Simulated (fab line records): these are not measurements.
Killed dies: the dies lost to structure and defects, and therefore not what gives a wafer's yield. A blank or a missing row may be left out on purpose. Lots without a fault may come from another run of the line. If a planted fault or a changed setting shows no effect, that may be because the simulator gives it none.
Comparing a struck lot with a sound one | flow sky130 | 15 steps out of a route of 708
Sound: wafers L921.1, L921.3, L921.6. Struck: wafers L911.1, L911.4, L911.5. At the end, the cause is stated.
At each step with rows: each side's tool, then ch and its chambers, then its first start. Under that, the readings that differ: sound wafers | struck wafers | difference of the means | sigmas: that difference in standard deviations of wafers without a fault.
alike: readings whose means differ by less than 2 such deviations, and words and numbers that are the same on both sides. not compared: withheld readings, readings that some wafer has no value for, bounds like >300 that may hide the same value, and numbers for which the record gives no deviation and whose values overlap.
Wherever a step has rows on one side only, a row that says differs or no value, or a row with sigmas, the two part there. Non-overlapping numbers with no deviation appear without sigmas and do not part them. Lack of a reading on every wafer of one side parts them only where that side has two or more wafers.

SKY_SPACER_ETCHBACK_02: etches Si3N4 in CH3F/O2, stops on SiO2, time 46.7 s, target depth 45 nm.
  sound on rieDiel-02 ch 1,3, day 29 17:29; struck on rieDiel-02 ch 1,2,3, day 25 14:52
  alike: O2_flow_sccm, drypumpMotorCurrentA, oesProductAu, throttleValvePct
  not compared: rfHoursCounterH
then, 8 steps without rows for these wafers: SKY_POLY_CUT_DEHYDRATE_00 (time 60 s); SKY_POLY_CUT_HMDS_01 (prime time 60 s); SKY_POLY_CUT_COAT_02 (resist thk 60 nm); SKY_POLY_CUT_COAT_03 (resist thk 450 nm); SKY_POLY_CUT_SOFTBAKE_04 (time 90 s); SKY_POLY_CUT_EXPOSE_05 (exposes mask NPCM, target cd 270 nm); SKY_POLY_CUT_PEB_06; SKY_POLY_CUT_DEVELOP_07 (develop time 60 s).
SKY_POLY_CUT_CD_MEAS_08 targets a cd of 270 nm.
  struck on cdSem-01, day 26 20:33; sound on cdSem-02, day 30 21:37
reading   | sound             | struck            | difference | sigmas
cdNm (nm) | 270.7 272.0 271.7 | 269.8 267.9 267.8 | -3.0       | -2
SKY_POLY_CUT_OVL_MEAS_09:
  struck on overlay-01, day 26 20:41; sound on overlay-02, day 30 21:44
  alike: POLY_CUT_OVL
SKY_POLY_CUT_ETCH_10: etches BARC in N2/H2, stops on SiO2, time 45.9 s, target depth 60 nm.
  sound on rieDiel-02 ch 2,3, day 30 21:47; struck on rieDiel-02 ch 0,1,3, day 26 20:43
  alike: biasW, chamberPressureMTorr, drypumpMotorCurrentA, oesProductAu, throttleValvePct
  not compared: rfHoursCounterH
SKY_POLY_CUT_ETCH_11: etches Si3N4 in CF4/CH2F2/Ar, stops on poly-Si, time 42.5 s, target depth 60 nm.
  sound on rieDiel-02 ch 2,3, day 30 21:49; struck on rieDiel-02 ch 0,1,3, day 26 20:45
  no value came back on the struck wafers for any of 5 readings (biasW (W), cf4FlowSccm (sccm) and others); on the sound wafers biasW (W) reads 150.4 149.2 150.5
  not compared: rfHoursCounterH
SKY_POLY_CUT_STRIP_12: strips in O2/N2.
  sound on plasmaAsher-03 ch 0,1, day 30 21:52; struck on plasmaAsher-01 ch 0,1, day 26 20:48
  alike: drypumpMotorCurrentA, oesProductAu, stripTimeToEndpointS
  not compared: rfHoursCounterH
-- the record jumps here: 21 days lie between the struck wafers' starts before and after (it left off in module POLY_CUT and takes up again in module PAD_OPEN, whose first step shown is number 708 of the route) --
SKY_PAD_OPEN_PROBE_99:
  record: rows for the struck wafers here (prober-02, day 47 20:33), none for the sound ones

WHERE THEY PART
Earliest at SKY_POLY_CUT_CD_MEAS_08; latest, in this record, at SKY_PAD_OPEN_PROBE_99.

WHY: whatever the simulator had introduced
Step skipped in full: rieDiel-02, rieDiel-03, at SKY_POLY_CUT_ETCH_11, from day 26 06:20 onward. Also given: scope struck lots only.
